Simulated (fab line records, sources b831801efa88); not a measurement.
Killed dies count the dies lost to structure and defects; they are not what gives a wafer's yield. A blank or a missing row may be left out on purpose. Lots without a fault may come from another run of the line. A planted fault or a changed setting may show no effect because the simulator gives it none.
Chamber matching    flow sky130    SKY_VIA2_ETCH_14 on rie_diel-03: 4 sister chambers
The step etches BARC in N2/H2, stops on SiO2, time 45.9 s, target depth 60 nm. 4 wafers are shown with their chamber, then 9 later ones without.

## WAFERS, EACH WITH ITS CHAMBER
wafer   chamber  drypump_motor_current_A (A)
L086.2  3        5.9
L089.6  1        5.4
L094.2  2        5.6
L094.5  0        5.1

## WAFERS WHOSE CHAMBER IS MISSING
wafer   drypump_motor_current_A (A)
L095.2  5.2
L095.3  5.6
L095.5  5.9
L096.1  5.6
L096.3  5.9
L096.4  5.4
L097.1  5.9
L097.2  5.4
L097.5  5.6

## THE CHAMBER EACH PASSED THROUGH
wafer   from the rows above  in truth
L095.2  0                    0
L095.3  2                    2
L095.5  3                    3
L096.1  2                    2
L096.3  3                    3
L096.4  1                    1
L097.1  3                    3
L097.2  1                    1
L097.5  2                    2
Correctly placed: 9 of 9. Can't be placed from these rows: 0. Number placed wrongly: 0.
How it was worked out, from the rows above alone: a wafer's distance from a chamber is the root of the sum, over the readings, of the square of ((its reading less the chamber's mean) divided by the reading's scatter). If the next closest chamber is less than 2 further off than the closest, the wafer can't be placed; otherwise it belongs to the closest. A chamber's mean is the mean of its shown wafers. The scatter: with one shown wafer a chamber, the root of the mean of the squares of how far each hidden wafer lies from its nearest shown one.
